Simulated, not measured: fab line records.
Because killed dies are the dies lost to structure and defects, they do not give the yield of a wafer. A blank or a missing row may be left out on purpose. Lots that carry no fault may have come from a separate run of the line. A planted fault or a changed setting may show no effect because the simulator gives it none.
A struck lot beside a sound one || flow sfqLine || 18 steps out of a route of 325
Sound: wafers L141.4, L141.5, L141.6. Struck: wafer L131.6 (left out: L131.1, a lot-mate that was not struck); the cause follows at the end.
For every step that has rows: the tool of each side, followed by ch and its chambers, followed by its first start. Under that, the readings that differ: sound wafers || struck wafers || difference of the means || sigmas: that difference in standard deviations of wafers without a fault.
alike: a reading whose means differ by less than 2 such deviations, as well as words and numbers matching on both sides. not compared: withheld readings; readings where some wafer has no value; bounds like >300 that might hide an equal value; numbers whose values overlap and for which the record gives no deviation.
Wherever a step has rows on one side only, a row that says differs or no value, or a row with sigmas, the two part there. When numbers do not overlap yet have no deviation, they are printed without sigmas and do not part them. A reading missing from all wafers of one side parts the sides only when that side holds two or more wafers.

first, 2 steps without rows for these wafers: SFQ_TRILAYER_I4_VIA_STRIP_SOLV_CLEAN_108 (cleans in NMP, time 600 s); SFQ_TRILAYER_JJ_TRILAYER_DEP_PRE_CLEAN_113 (time 22.5 s).
SFQ_TRILAYER_JJ_TRILAYER_DEP_SPUTTER_109: material Nb, target thk 150 nm, time 100 s.
  struck on pvdSputter-04, day 41 18:14; sound on pvdSputter-06, day 45 11:32
{"reading": "throttleValvePct (%)", "sound": "29.5 31.1 29.0", "struck": 31.5, "difference": "+1.6", "sigmas": "+2"}
SFQ_TRILAYER_JJ_TRILAYER_DEP_SPUTTER_110: material Al, target thk 8 nm, time 10 s.
  struck on pvdSputter-04, day 41 18:19; sound on pvdSputter-06, day 45 11:37
  alike: throttleValvePct
then, 1 step without rows for these wafers: SFQ_TRILAYER_JJ_TRILAYER_DEP_AL_OXIDATION_111 (oxidation time 600 s).
SFQ_TRILAYER_JJ_TRILAYER_DEP_SPUTTER_112: material Nb, target thk 170 nm, time 113.3 s.
  struck on pvdSputter-04, day 41 19:20; sound on pvdSputter-06, day 45 12:38
  alike: throttleValvePct
SFQ_JJ_RS_MEAS_929: the measuring method here is four-point-probe.
  struck on filmMetro-03, day 41 19:33; sound on filmMetro-03, day 45 12:46
  alike: JJ_NB_RS
then, 4 steps without rows for these wafers: SFQ_TRILAYER_JJ_CE_LITHO_COAT_119 (resist thk 62 nm); SFQ_TRILAYER_JJ_CE_LITHO_COAT_114 (resist thk 600 nm); SFQ_TRILAYER_JJ_CE_LITHO_SOFTBAKE_118; SFQ_TRILAYER_JJ_CE_LITHO_EXPOSE_115 (exposes mask J5, target cd 700 nm).
SFQ_TRILAYER_JJ_CE_LITHO_PEB_117: peb time 60 s.
  sound on lithoTrack-03 ch 0, day 46 18:40; struck on lithoTrack-03 ch 0, day 43 05:19
then, 1 step without rows for these wafers: SFQ_TRILAYER_JJ_CE_LITHO_DEVELOP_116 (time 60 s).
SFQ_JJ_OVL_MEAS_931:
  struck on overlay-02, day 43 05:37; sound on overlay-01, day 46 18:54
  alike: J5_OVL
SFQ_TRILAYER_JJ_CE_METRO_MEASURE_117:
  struck on cdSem-01, day 43 06:39; sound on cdSem-01, day 46 19:31
{"reading": "cdNm (nm)", "sound": "699.8 700.3 700.4", "struck": 669.2, "difference": -31.0, "sigmas": -21}
SFQ_TRILAYER_JJ_CE_BARC_OPEN_RIE_150: chemistry O2, target BARC, target depth 240 nm, time 80 s.
  sound on rieMetal-04 ch 0,1, day 46 20:09; struck on rieMetal-03 ch 1, day 43 06:51
{"reading": "rfFwdPowerW (W)", "sound": "592.4 594.4 595.9", "struck": 601.1, "difference": "+6.9", "sigmas": "+3"}
{"reading": "model.JJ.cdNm (nm)", "sound": "696.2 697.4 703.4", "struck": 669.1, "difference": -29.9, "sigmas": ""}
  alike: drypumpMotorCurrentA, oesProductAu
  not compared: rfHoursCounterH
SFQ_TRILAYER_JJ_CE_ETCH_RIE_118: chemistry SF6, target Nb, stops on Al2O3, time 97.7 s, target depth 170 nm.
  sound on rieMetal-04 ch 0,1, day 46 20:15; struck on rieMetal-03 ch 1, day 43 06:56
{"reading": "model.JJ.cdNm (nm)", "sound": "698.6 699.2 701.6", "struck": 670.9, "difference": -28.9, "sigmas": ""}
  alike: drypumpMotorCurrentA, oesProductAu, rfFwdPowerW
  not compared: rfHoursCounterH
next, for these wafers, 1 step has no rows: SFQ_TRILAYER_JJ_ANODIZE_ANODIZE_119.

== WHERE THEY PART ==
Last at SFQ_TRILAYER_JJ_CE_BARC_OPEN_RIE_150 as far as this record goes, first at SFQ_TRILAYER_JJ_TRILAYER_DEP_SPUTTER_109. Later steps at which nothing parts them and some readings are alike: SFQ_TRILAYER_JJ_CE_ETCH_RIE_118.

WHY: what had been put in by the simulator
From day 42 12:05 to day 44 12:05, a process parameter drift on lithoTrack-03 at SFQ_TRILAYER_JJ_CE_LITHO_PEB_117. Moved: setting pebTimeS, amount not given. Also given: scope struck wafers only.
